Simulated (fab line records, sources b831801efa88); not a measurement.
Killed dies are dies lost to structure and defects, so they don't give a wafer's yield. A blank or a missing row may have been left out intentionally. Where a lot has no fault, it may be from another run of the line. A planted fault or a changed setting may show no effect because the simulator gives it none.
Comparing a struck lot with a sound one / flow sky130 / 24 steps out of a route of 708
Sound: wafers L219.2, L219.3, L219.4. Wafers struck: L224.2, L224.5, L224.6. The cause comes at the end.
Order at every step that has rows: each side's tool, ch and its chambers, its first start. Under that, the readings that differ: sound wafers / struck wafers / difference of the means / sigmas: that difference in standard deviations of wafers without a fault.
alike: readings whose means differ by less than 2 such deviations, and words and numbers that are the same on both sides. not compared: withheld readings, readings that some wafer has no value for, bounds like >300 that may hide the same value, and numbers for which the record gives no deviation and whose values overlap.
A row with sigmas, a row that says differs or no value, or rows on one side alone: a step with any of these is where the two part. Numbers that have no deviation but don't overlap get no sigmas and don't part them. A reading that every wafer of one side lacks parts them only if that side has two wafers or more.

first, 2 steps without rows for these wafers: SKY_POLY_GATE_CLEAN_19 (cleans in SC1/SC2, time 150 s); SKY_POLY_GATE_OXIDATION_20 (stabilise 600 s, purge 300 s, target thk 4 nm).
SKY_POLY_GATE_THK_MEAS_21:
  sound on film metro-02, day 19 03:08; struck on film metro-02, day 21 11:20
  alike: POLY_GATE_OXIDATION_THK
SKY_POLY_GATE_CD_MEAS_22:
  sound on cd sem-01, day 19 03:13; struck on cd sem-02, day 21 11:25
  alike: cd nm
then, 7 steps without rows for these wafers: SKY_LDD_N_DEHYDRATE_00 (time 60 s); SKY_LDD_N_HMDS_01 (prime time 60 s); SKY_LDD_N_COAT_02 (resist thk 300 nm); SKY_LDD_N_SOFTBAKE_03 (time 60 s); SKY_LDD_N_EXPOSE_04 (exposes mask NTM, target cd 840 nm); SKY_LDD_N_PEB_05; SKY_LDD_N_DEVELOP_06 (develop time 60 s).
SKY_LDD_N_OVL_MEAS_07:
  sound on overlay-02, day 20 10:05; struck on overlay-02, day 22 17:41
  alike: LDD_N_OVL
SKY_LDD_N_IMPLANT_08:
  sound on implanter-01 ch 0, day 20 10:08; struck on implanter-04 ch 0, day 22 17:44
reading=beam on s (s); sound=9.85 10.07 9.83; struck=87.45 88.37 90.15; difference=+78.74; sigmas=+99 or more
reading=dose ions cm2; sound=7.499e+13 7.506e+13 7.502e+13; struck=8.3325e+14 8.333e+14 8.3332e+14; difference=+7.5827e+14; sigmas=+99 or more
reading=faraday current uA; sound=428 420 431; struck=540 533 522; difference=+105; sigmas=+13
  alike: beam energy keV
then, 7 steps without rows for these wafers: SKY_LDD_N_IMPLANT_09; SKY_LDD_N_IMPLANT_10; SKY_LDD_N_IMPLANT_11; SKY_LDD_N_IMPLANT_12; SKY_LDD_N_IMPLANT_13; SKY_LDD_N_IMPLANT_14; SKY_LDD_N_IMPLANT_15.
SKY_LDD_N_STRIP_16: strips in O2/N2.
  sound on plasma asher-02 ch 0,1, day 20 11:19; struck on plasma asher-01 ch 0,1, day 22 18:55
reading=strip time to endpoint s (s); sound=4.317 4.321 4.298; struck=5.861 5.862 5.849; difference=+1.545; sigmas=+86
  alike: drypump motor current A, oes product au
  not compared: rf hours counter h
SKY_LDD_N_TW_MEAS_17:
  sound on film metro-04, day 20 11:26; struck on film metro-04, day 22 19:02
reading=LDD_N_TW; sound=2639 2632 2623; struck=3058 3070 3078; difference=+437; sigmas=+22
then, 1 step without rows for these wafers: SKY_LDD_P_DEHYDRATE_00 (time 60 s).
-- record jumps: 26 days separate the struck wafers' starts on either side; left off in module LDD_P, taken up again in module PAD_OPEN, whose first shown step is the route's number 708 --
SKY_PAD_OPEN_PROBE_99:
  sound on prober-01, day 47 16:21; struck on prober-02, day 49 04:00
reading=killed open; sound=36 31 43; struck=49 56 56; difference=+17; sigmas=+2
reading=model.etest.tip n.rs ohm sq; sound=442.1 445 438.2; struck=240.5 240.3 240.8; difference=-201.2; sigmas=
reading=model.etest.nfet_01v8.r on ohm um; sound=808.9 817.1 838; struck=753.1 746.1 729.8; difference=-78.3; sigmas=
reading=model.etest.nfet_01v8_lvt.drive ua um; sound=591.1 580.6 568.7; struck=643.4 649.4 664.6; difference=+72.3; sigmas=
reading=model.etest.nfet_01v8_turned.drive ua um; sound=519.2 508.5 502; struck=573.3 575.1 594.3; difference=+71.0; sigmas=
reading=model.etest.nfet_01v8.drive ua um; sound=520 516.1 504.7; struck=570.9 572.4 587.1; difference=+63.2; sigmas=
reading=model.etest.sram nfet pass.drive ua um; sound=505.8 493.4 506.6; struck=531.4 554 571; difference=+50.2; sigmas=
reading=model.etest.nfet_01v8_swapped.drive ua um; sound=517.7 514.4 506.2; struck=553.2 554.7 571.9; difference=+47.2; sigmas=
  alike: killed_at_M0_to_M3, killed_at_M4_up, killed at contacts, killed at front end, killed at other, killed dies, killed short
  not compared: model.etest.licon ndiff.rc ohm

WHERE THEY PART
Earliest at SKY_LDD_N_IMPLANT_08; latest, in this record, at SKY_PAD_OPEN_PROBE_99.

WHY: whatever the simulator had introduced
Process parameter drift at SKY_LDD_N_IMPLANT_08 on implanter-04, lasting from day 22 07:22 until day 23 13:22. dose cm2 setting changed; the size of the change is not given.
